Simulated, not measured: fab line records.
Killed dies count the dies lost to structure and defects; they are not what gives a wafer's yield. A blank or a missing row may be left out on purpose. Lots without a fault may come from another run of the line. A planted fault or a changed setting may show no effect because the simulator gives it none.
The tool behind it: which one?    flow sky130    15 lots with 45 wafers sampled at 2 steps, on a route of 708 steps

## WHAT THE GAUGES SHOWED, per wafer
SKY_VIA2_CD_MEAS_12: target cd 200 nm.
lot   measured      on         cd-nm (nm)
L935  day 36 16:11  cd-sem-02  199.3 198.9 197.7
L937  day 37 14:35  cd-sem-02  203.6 202.6 202.0
L938  day 37 17:42  cd-sem-01  198.4 198.6 198.9
L939  day 38 06:05  cd-sem-01  197.3 197.2 199.2
L940  day 38 12:53  cd-sem-01  198.8 198.2 199.1
L942  day 38 16:38  cd-sem-01  200.2 200.7 200.4
L949  day 40 18:09  cd-sem-01  201.3 202.0 200.6
L950  day 41 01:25  cd-sem-01  200.9 201.7 201.6
L951  day 41 10:05  cd-sem-01  200.1 200.9 200.2
L952  day 41 17:38  cd-sem-02  201.6 201.1 200.6
L953  day 42 03:35  cd-sem-02  201.0 201.9 201.3
L954  day 42 03:54  cd-sem-02  197.9 199.4 198.3
L956  day 42 18:48  cd-sem-01  199.5 198.6 197.9
L957  day 42 21:52  cd-sem-02  199.2 199.6 198.8
L958  day 43 00:38  cd-sem-01  198.7 200.7 199.5

SKY_VIA2_OVL_MEAS_13.
lot   measured      on          VIA2_OVL (nm)
L935  day 36 16:17  overlay-02  -4 -4 3
L937  day 37 14:42  overlay-01  -8 -6 -4
L938  day 37 17:49  overlay-02  -7 1 -4
L939  day 38 06:11  overlay-01  -2 0 5
L940  day 38 13:00  overlay-01  8 8 1
L942  day 38 16:45  overlay-02  -2 -3 -4
L949  day 40 18:16  overlay-01  9 -4 -1
L950  day 41 01:32  overlay-01  1 3 1
L951  day 41 10:12  overlay-02  -7 -8 0
L952  day 41 17:44  overlay-02  -10 -3 -8
L953  day 42 03:42  overlay-02  -4 0 4
L954  day 42 04:01  overlay-02  3 4 4
L956  day 42 18:55  overlay-02  -10 -7 -10
L957  day 42 21:57  overlay-01  0 2 -6
L958  day 43 00:45  overlay-01  -4 -1 -5

## TOOL THAT RAN EACH LOT (tool first, then ch and the chambers of the sampled wafers, then the start)
No process step before these readings appears in the record.

## WHAT THE TOOLS THEMSELVES READ (means of the sampled wafers that have a number; where no wafer has one, the mark that the record gives instead)
The record holds no such reading with a usual standard deviation.

## THE ANSWER, worked out from the rows above alone
Rule: the lots themselves supply what counts as usual. Put in order of their means at a reading, lots are off if they are a third of the lots or fewer, leave a main group of 4 or more, and stand apart from it by a gap of 3 or more times the standard deviation of the main group's means; of several such gaps the widest counts. The tables above print the reading to a certain number of digits; a main group whose means all agree to those digits is not used. A lot without any number at a reading at which 4 lots or more have one is off too. All remaining lots with rows at the step are treated as sound. After the gauges, taken in route order, come the tools' own readings; for these a lot's mean is taken, as printed above. At the first step where some lot is off, the reading lying furthest off is the one used; lots without a number count as furthest.
No lot is off at any reading shown: from this, nothing can be told.

## WHAT HAD BEEN PUT IN BY THE SIMULATOR
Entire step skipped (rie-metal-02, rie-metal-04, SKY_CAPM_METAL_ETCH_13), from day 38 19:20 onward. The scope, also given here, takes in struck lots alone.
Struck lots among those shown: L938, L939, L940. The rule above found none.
